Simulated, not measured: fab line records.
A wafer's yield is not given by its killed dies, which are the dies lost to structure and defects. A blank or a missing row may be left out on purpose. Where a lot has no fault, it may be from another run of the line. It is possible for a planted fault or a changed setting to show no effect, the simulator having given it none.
The tool behind it: which one? :: flow gf180mcu :: Sampling: 6 lots, 18 wafers, 3 of 602 route steps

== WHAT THE GAUGES READ, wafer by wafer ==
GF_MVSD_TW_MEAS_11.
lot: L250
measured: day 4 21:32
on: filmMetro-04
MVSD_TW: 1608 1594 1599

lot: L252
measured: day 5 10:44
on: filmMetro-04
MVSD_TW: 1596 1598 1593

lot: L258
measured: day 6 23:21
on: filmMetro-04
MVSD_TW: 1609 1601 1601

lot: L260
measured: day 7 10:05
on: filmMetro-02
MVSD_TW: 1582 1584 1583

lot: L262
measured: day 7 19:47
on: filmMetro-02
MVSD_TW: 1592 1588 1584

lot: L265
measured: day 8 11:05
on: filmMetro-04
MVSD_TW: 30 30 30

== WHAT TOOL EACH LOT RAN ON (gives the tool, then ch and the chambers of the sampled wafers, and finally the start) ==
lot: L250
GF_LVPWELL_STRIP_10: plasmaAsher-04 ch 0,1, day 4 07:07
GF_MVSD_STRIP_10: plasmaAsher-01 ch 0,1, day 4 21:25

lot: L252
GF_LVPWELL_STRIP_10: plasmaAsher-04 ch 0,1, day 4 20:03
GF_MVSD_STRIP_10: plasmaAsher-02 ch 0,1, day 5 10:38

lot: L258
GF_LVPWELL_STRIP_10: plasmaAsher-04 ch 0,1, day 6 08:28
GF_MVSD_STRIP_10: plasmaAsher-01 ch 0,1, day 6 23:15

lot: L260
GF_LVPWELL_STRIP_10: plasmaAsher-03 ch 0,1, day 6 17:33
GF_MVSD_STRIP_10: plasmaAsher-03 ch 0,1, day 7 09:59

lot: L262
GF_LVPWELL_STRIP_10: plasmaAsher-03 ch 0,1, day 7 04:07
GF_MVSD_STRIP_10: plasmaAsher-01 ch 0,1, day 7 19:40

lot: L265
GF_LVPWELL_STRIP_10: plasmaAsher-04 ch 0,1, day 7 18:25
GF_MVSD_STRIP_10: plasmaAsher-03 ch 0,1, day 8 10:59
- GF_LVPWELL_STRIP_10: strips in O2/N2.
- GF_MVSD_STRIP_10: strips in O2/N2.

== THE ANSWER, worked out from the rows above alone ==
Rule: the usual values come from the lots themselves. The widest of any qualifying gaps counts: lots, ordered by their means at a reading, are off when they make up no more than a third of the lots, leave a main group of 4 or more, and stand apart from it by 3 or more times the standard deviation of that group's means. The tables above print the reading to a certain number of digits; a main group whose means all agree to those digits is not used. Also off: a lot with no number at a reading for which 4 or more lots have one. Any other lot the step has rows for is counted as sound.
Off: L265, seen at GF_MVSD_TW_MEAS_11 (MVSD_TW). The main group has a mean of 1594 with a standard deviation of 7.7.
If a tool, at a process step before that reading, ran all the lots that are off and no sound lot after the first of them, it fits. Those tools and the gauges at GF_MVSD_TW_MEAS_11 are tried in the same way. Can't be told from this: 3 tools fit, plasmaAsher-04 at GF_LVPWELL_STRIP_10, plasmaAsher-03 at GF_MVSD_STRIP_10, filmMetro-04 at GF_MVSD_TW_MEAS_11.

== WHAT HAD BEEN PUT IN BY THE SIMULATOR ==
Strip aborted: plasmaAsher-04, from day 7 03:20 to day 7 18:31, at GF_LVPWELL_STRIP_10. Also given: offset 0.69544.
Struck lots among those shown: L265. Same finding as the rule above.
